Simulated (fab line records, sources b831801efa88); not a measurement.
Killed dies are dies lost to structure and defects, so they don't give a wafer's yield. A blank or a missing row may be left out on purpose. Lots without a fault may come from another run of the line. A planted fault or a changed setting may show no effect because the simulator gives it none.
fab line records | flow sky130 | part 1 of 2: steps 1 to 42 of 43
record lots=6 wafers=18 last_day=50
route steps=708 shown METAL1@446 VIA1@458 METAL2@483 PAD_OPEN@708
lots that met no fault: from a run of the same line without faults
start_h: hours from the record's first day to the start of the lot's first wafer shown | wait_h: hours since the lot's step before | " the same as in the row above | L1.1+2: a row that stands for several wafers | - no value, or no start given | * or withheld: withheld | < > ~ a bound
route shown NAME@n: a module of which the file shows steps, and the number in the route of the first | usual: mean/standard deviation of fault-free wafers | same: alike in all rows | chamber/n: place in a boat | sites: the reading at each site | _std_site: their standard deviation | _edge_site: outer sites' mean less inner sites' | radius_mm: how far each site lies from the wafer's centre | mask NAME#n: copy n | behind: the tool/chamber that last shaped the wafer | hold: why the lot was held/for how many hours/how that ended | device: the transistor (n, p or np) that didn't switch | end of line: the same wafers' tests at the end of the route | a step without rows: its recipe alone | killed: dies lost to structure and defects at the first sort, not the wafer's yield | map: a wafer's dies, x killed, . not, _ none there
set.NAME: the setting as run; set.NAME@STEP: as run at that earlier step | model.NAME: the simulator's own value behind a step, which no gauge read
lots at some steps of the route; a table a step, a row a wafer
services: from which hour (start_h, from the record's first day; less than 0 if before it) a tool's chamber was out of use, for how many hours, and why
## steps
# step SKY_METAL1_EXPOSE_12
# recipe mask_id=MM1 na=0.8 source_shape=annular sigma_inner=0.55 sigma_outer=0.85 target_cd_nm=140 dose_mj=28
# step SKY_METAL1_PEB_13
# recipe peb_temp_c=withheld peb_time_s=withheld resist=KrF-thick
# step SKY_METAL1_DEVELOP_14
# recipe develop_time_s=60 resist=KrF-thick dev_temp_c=21
# step SKY_METAL1_CD_MEAS_15
# recipe target_cd_nm=140
# usual cd_nm=140.1/1.3
# columns lot.wafer tool chamber start_h wait_h cd_nm
L624.1 cd_sem-02 - 778.38 - 140.3
L624.3 " - " " 141.1
L624.4 " - " " 141.7
L625.2 cd_sem-01 - 779.59 - 139.2
L625.3 " - " " 138.1
L625.5 " - " " 138.6
L627.1 cd_sem-01 - 802.38 - 141.7
L627.3 " - " " 141.9
L627.6 " - " " 141.2
L636.3 cd_sem-01 - 872.02 - 143.1
L636.4 " - " " 143.5
L636.5 " - " " 143.2
L637.3 cd_sem-02 - 882.87 - 140.0
L637.5 " - " " 140.1
L637.6 " - " " 140.2
L645.1 cd_sem-02 - 926.23 - 142.0
L645.3 " - " " 140.2
L645.6 " - " " 141.6
# step SKY_METAL1_OVL_MEAS_16
# usual METAL1_OVL=-4/4.9
# columns lot.wafer tool chamber start_h wait_h METAL1_OVL[nm]
L624.1 overlay-01 - 778.50 0.1 -1
L624.3 " - " " 4
L624.4 " - " " -4
L625.2 overlay-01 - 779.70 0.1 3
L625.3 " - " " 1
L625.5 " - " " 9
L627.1 overlay-02 - 802.50 0.1 -1
L627.3 " - " " -12
L627.6 " - " " -6
L636.3 overlay-02 - 872.11 0.1 -5
L636.4 " - " " -2
L636.5 " - " " -9
L637.3 overlay-01 - 882.96 0.1 -4
L637.5 " - " " -5
L637.6 " - " " -6
L645.1 overlay-02 - 926.35 0.1 -1
L645.3 " - " " -8
L645.6 " - " " 1
# step SKY_METAL1_DESCUM_17
# recipe chemistry=O2 source_power_w=150 bias_power_w=0 pressure_mtorr=10 temp_c=40 time_s=8
# usual drypump_motor_current_A=5.85/0.21 oes_product_au=1.011/0.011 temp_c=40.03/0.11
# same bias_power_w=0
# columns lot.wafer tool chamber start_h wait_h drypump_motor_current_A oes_product_au rf_hours_counter_h temp_c
L624.1 rie_metal-03 0 778.54 0.0 6.03 1.006 12 40.12
L624.3 " 0 " " 6.02 1.003 - 40.03
L624.4 " 0 " " 6.03 1.013 - 40.07
L625.2 rie_metal-04 0 779.74 0.0 5.81 1.028 - 39.98
L625.3 " 0 " " 5.80 1.020 - 40.14
L625.5 " 0 " " 5.81 1.021 - 39.99
L627.1 rie_metal-01 1 802.54 0.0 6.05 0.989 15 39.85
L627.3 " 1 " " 6.04 0.978 - 39.91
L627.6 " 1 " " 6.06 0.990 - 39.89
L636.3 rie_metal-04 1 872.14 0.0 5.66 0.998 - 40.06
L636.4 " 0 " " 5.83 1.029 - 39.91
L636.5 " 0 " " 5.79 1.024 - 39.99
L637.3 rie_metal-04 0 882.99 0.0 5.82 1.017 - 40.26
L637.5 " 0 " " 5.79 1.018 - 40.06
L637.6 " 1 " " 5.64 0.990 - 40.05
L645.1 rie_metal-03 1 926.39 0.0 5.61 1.026 11 40.12
L645.3 " 0 " " 5.96 0.996 - 40.03
L645.6 " 0 " " 6.00 0.993 - 39.79
# step SKY_METAL1_ETCH_18
# recipe chemistry=N2/H2 target=BARC ion_energy_ev=200 bias_w=100 pressure_mtorr=30 n2_flow_sccm=100 h2_flow_sccm=200 icp_w=500 stop_on=SiO2 time_s=45.9 target_depth_a=600
# step SKY_METAL1_METAL_ETCH_19
# recipe target_depth_a=3600 stop_on=SiO2 over_etch_frac=0.3 time_s=78 chemistry=Cl2/BCl3 resist_sidewall_deg=88 pressure_mtorr=10 icp_w=900 bias_w=48.5 Cl2_flow_sccm=60 bcl3_flow_sccm=30
# usual drypump_motor_current_A=5.85/0.21 oes_product_au=0.856/0.0066 throttle_valve_pct=22.264/0.0093
# columns lot.wafer tool chamber start_h wait_h drypump_motor_current_A oes_product_au rf_hours_counter_h throttle_valve_pct
L624.1 rie_metal-03 0 778.72 0.1 6.05 0.847 12 22.266
L624.3 " 0 " " 6.01 0.867 - 22.259
L624.4 " 0 " " 5.97 0.843 - 22.252
L625.2 rie_metal-04 0 779.95 0.1 5.82 0.863 - 22.271
L625.3 " 0 " " 5.81 0.852 - 22.268
L625.5 " 0 " " 5.80 0.851 - 22.272
L627.1 rie_metal-01 1 802.63 0.0 6.08 0.855 15 22.262
L627.3 " 1 " " 6.07 0.860 - 22.261
L627.6 " 1 " " 6.06 0.859 - 22.265
L636.3 rie_metal-04 1 872.26 0.1 5.61 0.841 - 22.270
L636.4 " 0 " " 5.82 0.852 - 22.281
L636.5 " 0 " " 5.78 0.856 - 22.260
L637.3 rie_metal-04 0 883.11 0.1 5.83 0.852 - 22.253
L637.5 " 0 " " 5.83 0.854 - 22.271
L637.6 " 1 " " 5.65 0.853 - 22.259
L645.1 rie_metal-03 1 926.48 0.0 5.61 0.848 11 22.269
L645.3 " 0 " " 6.02 0.852 - 22.268
L645.6 " 0 " " 6.02 0.856 - 22.282
# step SKY_METAL1_STRIP_20
# recipe chemistry=O2/N2 power_w=1400 pressure_mtorr=1500 platen_temp_c=withheld o2_flow_sccm=3000 n2_flow_sccm=300 overash_fraction=0.5
# usual drypump_motor_current_A=5.7/0.65 oes_product_au=0.340/0.0053 strip_time_to_endpoint_s=2.64/0.044
# columns lot.wafer tool chamber start_h wait_h drypump_motor_current_A oes_product_au rf_hours_counter_h strip_time_to_endpoint_s
L624.1 plasma_asher-01 0 778.90 0.1 6.1 0.345 61 2.70
L624.3 " 0 " " 6.2 0.344 - 2.69
L624.4 " 1 " " 5.5 0.340 - 2.67
L625.2 plasma_asher-04 1 780.10 0.1 4.7 0.333 4 2.61
L625.3 " 1 " " 4.7 0.343 - 2.62
L625.5 " 1 " " 4.7 0.350 - 2.66
L627.1 plasma_asher-04 0 802.72 0.1 6.5 0.348 6 2.72
L627.3 " 1 " " 4.7 0.348 - 2.70
L627.6 " 0 " " 6.5 0.338 - 2.71
L636.3 plasma_asher-01 1 872.35 0.1 5.4 0.342 - 2.69
L636.4 " 0 " " 6.1 0.338 - 2.58
L636.5 " 0 " " 6.1 0.345 - 2.55
L637.3 plasma_asher-02 1 883.20 0.1 5.2 0.336 - 2.60
L637.5 " 1 " " 5.2 0.332 - 2.60
L637.6 " 0 " " 6.2 0.334 - 2.68
L645.1 plasma_asher-02 0 926.57 0.1 6.2 0.342 49 2.59
L645.3 " 1 " " 5.2 0.340 - 2.67
L645.6 " 1 " " 5.2 0.339 - 2.68
# step SKY_METAL1_STRIP_21
# recipe chemistry=post_etch_residue_remover time_s=1200 temp_c=72.5
# step SKY_METAL1_CLEAN_22
# recipe chemistry=IPA time_s=180 temp_c=25
# step SKY_METAL1_CLEAN_23
# recipe chemistry=O3/DIW dry=n2_spin
# step SKY_VIA1_HDPCVD_00
# recipe material=SiO2 target_thk_nm=1030 sigma_open_frac=0.3 time_s=171.7 temp_c=400 sih4_flow_sccm=60 pressure_mtorr=6
# usual pressure_mtorr=6.003/0.012
# columns lot.wafer tool chamber start_h wait_h pressure_mtorr
L624.1 hdpcvd-02 2 779.56 0.0 6.000
L624.3 " 0 " " 5.989
L624.4 " 0 " " 6.015
L625.2 hdpcvd-01 1 780.82 0.0 6.001
L625.3 " 2 " " 6.008
L625.5 " 1 " " 6.002
L627.1 hdpcvd-02 1 803.32 0.0 5.986
L627.3 " 0 " " 5.991
L627.6 " 0 " " 5.995
L636.3 hdpcvd-02 1 872.91 0.0 5.980
L636.4 " 1 " " 5.978
L636.5 " 2 " " 6.009
L637.3 hdpcvd-02 0 883.85 0.0 6.012
L637.5 " 0 " " 6.007
L637.6 " 2 " " 6.011
L645.1 hdpcvd-01 1 927.16 0.0 6.016
L645.3 " 2 " " 6.005
L645.6 " 1 " " 5.994
# step SKY_VIA1_THK_MEAS_01
# recipe reads=SiO2_of_VIA1_HDPCVD_00
# usual VIA1_HDPCVD_THK=1031/14
# columns lot.wafer tool chamber start_h wait_h VIA1_HDPCVD_THK[nm]
L624.1 film_metro-03 - 779.67 0.1 1024
L624.3 " - " " 1069
L624.4 " - " " 1052
L625.2 film_metro-01 - 780.94 0.1 1022
L625.3 " - " " 1021
L625.5 " - " " 1010
L627.1 film_metro-04 - 803.43 0.1 1023
L627.3 " - " " 1051
L627.6 " - " " 1052
L636.3 film_metro-03 - 873.04 0.1 1016
L636.4 " - " " 1018
L636.5 " - " " 1025
L637.3 film_metro-04 - 883.98 0.1 1038
L637.5 " - " " 1038
L637.6 " - " " 1014
L645.1 film_metro-03 - 927.27 0.1 1023
L645.3 " - " " 1038
L645.6 " - " " 1028
# step SKY_VIA1_CMP_02
# recipe material=SiO2 down_force_psi=4 platen_rpm=60 pad_velocity_m_s=0.94248
# step SKY_VIA1_BOW_MEAS_03
# recipe mode=bow
# usual VIA1_BOW=80/7.3
# columns lot.wafer tool chamber start_h wait_h VIA1_BOW[um]
L624.1 film_metro-04 - 780.03 0.2 69
L624.3 " - " " 83
L624.4 " - " " 79
L625.2 film_metro-01 - 781.31 0.1 85
L625.3 " - " " 80
L625.5 " - " " 91
L627.1 film_metro-01 - 803.79 0.2 85
L627.3 " - " " 69
L627.6 " - " " 79
L636.3 film_metro-01 - 873.66 0.2 72
L636.4 " - " " 72
L636.5 " - " " 72
L637.3 film_metro-03 - 884.36 0.3 93
L637.5 " - " " 87
L637.6 " - " " 83
L645.1 film_metro-04 - 927.63 0.2 84
L645.3 " - " " 80
L645.6 " - " " 93
# step SKY_VIA1_DEHYDRATE_04
# recipe temp_c=200 time_s=60
# step SKY_VIA1_HMDS_05
# recipe prime_time_s=60 prime_temp_c=120
# step SKY_VIA1_COAT_06
# recipe resist=BARC temp_c=withheld time_s=withheld spin_rpm=3000 resist_thk_nm=60
# step SKY_VIA1_COAT_07
# recipe resist=KrF-thick spin_rpm=3000 resist_thk_nm=450
# step SKY_VIA1_SOFTBAKE_08
# recipe temp_c=100 time_s=90 resist=KrF-thick
# step SKY_VIA1_EXPOSE_09
# recipe mask_id=VIM na=0.8 source_shape=annular sigma_inner=0.55 sigma_outer=0.85 target_cd_nm=150 dose_mj=38
# step SKY_VIA1_PEB_10
# recipe peb_temp_c=withheld peb_time_s=withheld resist=KrF-thick
# step SKY_VIA1_DEVELOP_11
# recipe develop_time_s=60 resist=KrF-thick dev_temp_c=21
# step SKY_VIA1_CD_MEAS_12
# recipe target_cd_nm=150
# usual cd_nm=150.0/1.6
# columns lot.wafer tool chamber start_h wait_h cd_nm
L624.1 cd_sem-02 - 806.58 - 147.9
L624.3 " - " " 148.1
L624.4 " - " " 147.9
L625.2 cd_sem-02 - 807.68 - 149.5
L625.3 " - " " 150.2
L625.5 " - " " 150.1
L627.1 cd_sem-01 - 830.53 - 150.1
L627.3 " - " " 150.7
L627.6 " - " " 149.4
L636.3 cd_sem-02 - 899.21 - 146.8
L636.4 " - " " 148.5
L636.5 " - " " 148.4
L637.3 cd_sem-01 - 909.42 - 149.5
L637.5 " - " " 151.5
L637.6 " - " " 151.2
L645.1 cd_sem-01 - 951.77 - 147.2
L645.3 " - " " 146.9
L645.6 " - " " 147.8
# step SKY_VIA1_OVL_MEAS_13
# usual VIA1_OVL=4/5.1
# columns lot.wafer tool chamber start_h wait_h VIA1_OVL[nm]
L624.1 overlay-01 - 806.70 0.1 8
L624.3 " - " " 7
L624.4 " - " " 9
L625.2 overlay-02 - 807.79 0.1 5
L625.3 " - " " -1
L625.5 " - " " -2
L627.1 overlay-01 - 830.65 0.1 5
L627.3 " - " " 9
L627.6 " - " " 4
L636.3 overlay-02 - 899.30 0.1 -4
L636.4 " - " " 2
L636.5 " - " " 4
L637.3 overlay-02 - 909.51 0.1 4
L637.5 " - " " 2
L637.6 " - " " 2
L645.1 overlay-02 - 951.89 0.1 12
L645.3 " - " " 4
L645.6 " - " " 2
# step SKY_VIA1_ETCH_14
# recipe chemistry=N2/H2 target=BARC ion_energy_ev=200 source_w=500 bias_w=100 pressure_mtorr=30 n2_flow_sccm=100 h2_flow_sccm=200 stop_on=SiO2 time_s=45.9 target_depth_a=600
# step SKY_VIA1_ETCH_15
# recipe target=SiO2 chemistry=C4F8/O2/Ar target_depth_nm=351 stop_on=TiN mask_material=KrF-thick source_w=1500 bias_w=1200 pressure_mtorr=40 c4f8_flow_sccm=withheld O2_flow_sccm=6 Ar_flow_sccm=300 time_s=54
# step SKY_VIA1_STRIP_16
# recipe chemistry=O2/N2 power_w=1400 pressure_mtorr=1500 platen_temp_c=withheld o2_flow_sccm=3000 n2_flow_sccm=300 overash_fraction=0.5
# usual drypump_motor_current_A=5.7/0.38 oes_product_au=0.415/0.0046 strip_time_to_endpoint_s=4.452/0.023
# columns lot.wafer tool chamber start_h wait_h drypump_motor_current_A oes_product_au rf_hours_counter_h strip_time_to_endpoint_s
L624.1 plasma_asher-03 0 806.82 0.0 5.8 0.414 98 4.460
L624.3 " 0 " " 5.8 0.420 - 4.482
L624.4 " 1 " " 5.3 0.411 - 4.510
L625.2 plasma_asher-03 1 807.95 0.0 5.3 0.414 98 4.441
L625.3 " 1 " " 5.3 0.412 - 4.420
L625.5 " 0 " " 5.8 0.414 - 4.425
L627.1 plasma_asher-03 0 830.77 0.0 5.8 0.419 100 4.513
L627.3 " 1 " " 5.3 0.409 - 4.457
L627.6 " 1 " " 5.3 0.411 - 4.487
L636.3 plasma_asher-02 1 899.44 0.1 5.1 0.422 - 4.421
L636.4 " 0 " " 6.2 0.414 - 4.456
L636.5 " 0 " " 6.2 0.417 - 4.444
L637.3 plasma_asher-01 0 909.66 0.1 6.1 0.422 - 4.459
L637.5 " 1 " " 5.4 0.413 - 4.425
L637.6 " 0 " " 6.1 0.415 - 4.482
L645.1 plasma_asher-01 0 952.01 0.0 6.2 0.416 77 4.465
L645.3 " 0 " " 6.1 0.413 - 4.463
L645.6 " 0 " " 6.1 0.415 - 4.471
# step SKY_VIA1_STRIP_17
# recipe chemistry=post_etch_residue_remover time_s=1200 temp_c=72.5
# step SKY_VIA1_CLEAN_18
# recipe chemistry=IPA time_s=180 temp_c=25
# step SKY_VIA1_CLEAN_19
# recipe chemistry=O3/DIW dry=n2_spin
# step SKY_VIA1_SPUTTER_20
# recipe material=TiN target_thk_nm=20 chamber_pressure_pa=5 power_w=4000 time_s=80
# step SKY_VIA1_CVD_21
# recipe material=W target_thk_nm=270 time_s=80.902 temp_c=400 pressure_torr=40
# step SKY_VIA1_RS_MEAS_22
# recipe thk_meas_gauge=four-point-probe reads=W_of_VIA1_CVD_21+TiN_of_VIA1_SPUTTER_20
# usual VIA1_W_RS=0.423/0.0082
# columns lot.wafer tool chamber start_h wait_h VIA1_W_RS[ohm/sq]
L624.1 film_metro-04 - 807.57 0.1 0.419
L624.3 " - " " 0.419
L624.4 " - " " 0.417
L625.2 film_metro-04 - 808.75 0.1 0.427
L625.3 " - " " 0.426
L625.5 " - " " 0.425
L627.1 film_metro-03 - 831.52 0.1 0.440
L627.3 " - " " 0.433
L627.6 " - " " 0.437
L636.3 film_metro-04 - 900.20 0.1 0.429
L636.4 " - " " 0.430
L636.5 " - " " 0.430
L637.3 film_metro-01 - 910.45 0.1 0.412
L637.5 " - " " 0.416
L637.6 " - " " 0.419
L645.1 film_metro-04 - 952.76 0.1 0.419
L645.3 " - " " 0.417
L645.6 " - " " 0.421
# step SKY_VIA1_THK_MEAS_23
# recipe thk_meas_gauge=xrf reads=W_of_VIA1_CVD_21
# usual VIA1_W_THK=264/5
# columns lot.wafer tool chamber start_h wait_h VIA1_W_THK[nm]
L624.1 film_metro-04 - 807.69 0.1 265
L624.3 " - " " 265
L624.4 " - " " 266
L625.2 film_metro-04 - 808.86 0.1 261
L625.3 " - " " 261
L625.5 " - " " 261
L627.1 film_metro-03 - 831.64 0.1 259
L627.3 " - " " 262
L627.6 " - " " 259
L636.3 film_metro-04 - 900.30 0.1 260
L636.4 " - " " 259
L636.5 " - " " 261
L637.3 film_metro-01 - 910.55 0.1 271
L637.5 " - " " 268
L637.6 " - " " 266
L645.1 film_metro-04 - 952.88 0.1 264
L645.3 " - " " 264
L645.6 " - " " 261
# step SKY_VIA1_CMP_24
# recipe stop_on=SiO2 t_overpolish_s=15 down_force_psi=3.5 platen_rpm=60 target_thk_nm=0 pad_velocity_m_s=0.94248
# step SKY_METAL2_SPUTTER_00
# recipe material=Ti target_thk_nm=15 power_w=3000 time_s=10 chamber_pressure_pa=0.4
# step SKY_METAL2_SPUTTER_01
# recipe material=TiN target_thk_nm=20 power_w=6500 time_s=16.7 chamber_pressure_pa=0.4
# step SKY_METAL2_SPUTTER_02
# recipe material=AlCu target_thk_nm=250 power_w=10600 time_s=13.3 chamber_pressure_pa=0.4
# step SKY_METAL2_SPUTTER_03
# recipe material=Ti target_thk_nm=5 power_w=3000 time_s=3.3 chamber_pressure_pa=0.4
# step SKY_METAL2_SPUTTER_04
# recipe material=TiN target_thk_nm=70 power_w=6500 time_s=58.3 chamber_pressure_pa=0.4
# usual throttle_valve_pct=30.2/0.68
# columns lot.wafer tool chamber start_h wait_h throttle_valve_pct
L624.1 pvd_sputter-01 - 808.15 0.0 30.8
L624.3 " - " " 31.3
L624.4 " - " " 30.2
L625.2 pvd_sputter-03 - 809.30 0.0 29.9
L625.3 " - " " 29.6
L625.5 " - " " 29.3
L627.1 pvd_sputter-02 - 832.09 0.0 29.5
L627.3 " - " " 29.7
L627.6 " - " " 29.9
L636.3 pvd_sputter-03 - 900.73 0.0 29.5
L636.4 " - " " 30.8
L636.5 " - " " 29.4
L637.3 pvd_sputter-02 - 911.05 0.0 29.5
L637.5 " - " " 29.8
L637.6 " - " " 29.7
L645.1 pvd_sputter-02 - 953.33 0.0 29.8
L645.3 " - " " 29.4
L645.6 " - " " 30.2
